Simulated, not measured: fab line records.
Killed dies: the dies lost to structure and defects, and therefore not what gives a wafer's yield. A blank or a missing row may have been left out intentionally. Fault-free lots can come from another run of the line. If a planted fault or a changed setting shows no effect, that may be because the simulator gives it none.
The same fault as seen by 2 desks	flow sky130	numbers are kept per desk, each desk with only its own; the story behind them comes last

## FOR THE TOOL OWNER'S DESK: rie diel-04
The tool's own readings at SKY_VIA2_ETCH_15 (etches SiO2 in C4F8/O2/Ar, stops on TiN, target depth 546 nm, time 84 s): means of the sampled wafers that have a number, for each lot that ran on this tool. The brackets show how far a lot's mean lies from the usual mean; more than 4 standard deviations puts the lot out of limits, marked OUT.
Columns: A = bias w at SKY_VIA2_ETCH_15, usual 1201 W; B = oes product au at SKY_VIA2_ETCH_15, usual 0.939 a.u.
lot	first seen here	A	B
L917	day 36 09:36	1198	0.939
L926	day 39 21:42	1201	0.939
L931	day 41 13:48	1204	0.747 (-38) OUT
L932	day 42 02:41	1204	0.743 (-38) OUT
Finding of this desk: L931, L932 out of limits; the first was L931 at day 41 13:48, on oes product au at SKY_VIA2_ETCH_15. In limits: L917, L926.

## FROM THE METROLOGY DESK
What the gauges read, lot by lot, whatever tool the lot ran on: means of the sampled wafers that have a number. The brackets show how far a lot's mean lies from the usual mean; more than 4 standard deviations puts the lot out of limits, marked OUT.
Columns: A = cd nm at SKY_VIA2_CD_MEAS_12, usual 200.3 nm
lot	first seen here	A
L916	day 36 08:22	199.2
L917	day 36 09:28	200.0
L919	day 37 06:53	200.7
L920	day 37 16:09	200.5
L926	day 39 21:32	200.4
L931	day 41 13:37	200.2
L930	day 42 01:13	197.3
L932	day 42 02:29	201.8
L934	day 42 08:29	200.1
L936	day 42 13:42	200.3
L938	day 43 05:01	199.6
This desk found nothing out of limits on any of the 11 lots.

## BROUGHT TOGETHER
The tool owner's desk could have raised an alarm at day 41 13:48, on L931, L932.
Nothing out of limits was seen by the metrology desk.
The metrology desk holds a record of L931, L932, inside its limits.
Every lot named ran SKY_VIA2_ETCH_15 on rie diel-04.

## WHAT THE SIMULATOR HAD INSERTED
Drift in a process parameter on rie diel-04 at SKY_VIA2_ETCH_15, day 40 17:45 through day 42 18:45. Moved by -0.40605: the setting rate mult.
Struck lots among those shown: L931, L932.
Time in hours from fault onset to the first out-of-limits reading at each desk: the tool owner's desk, 20.
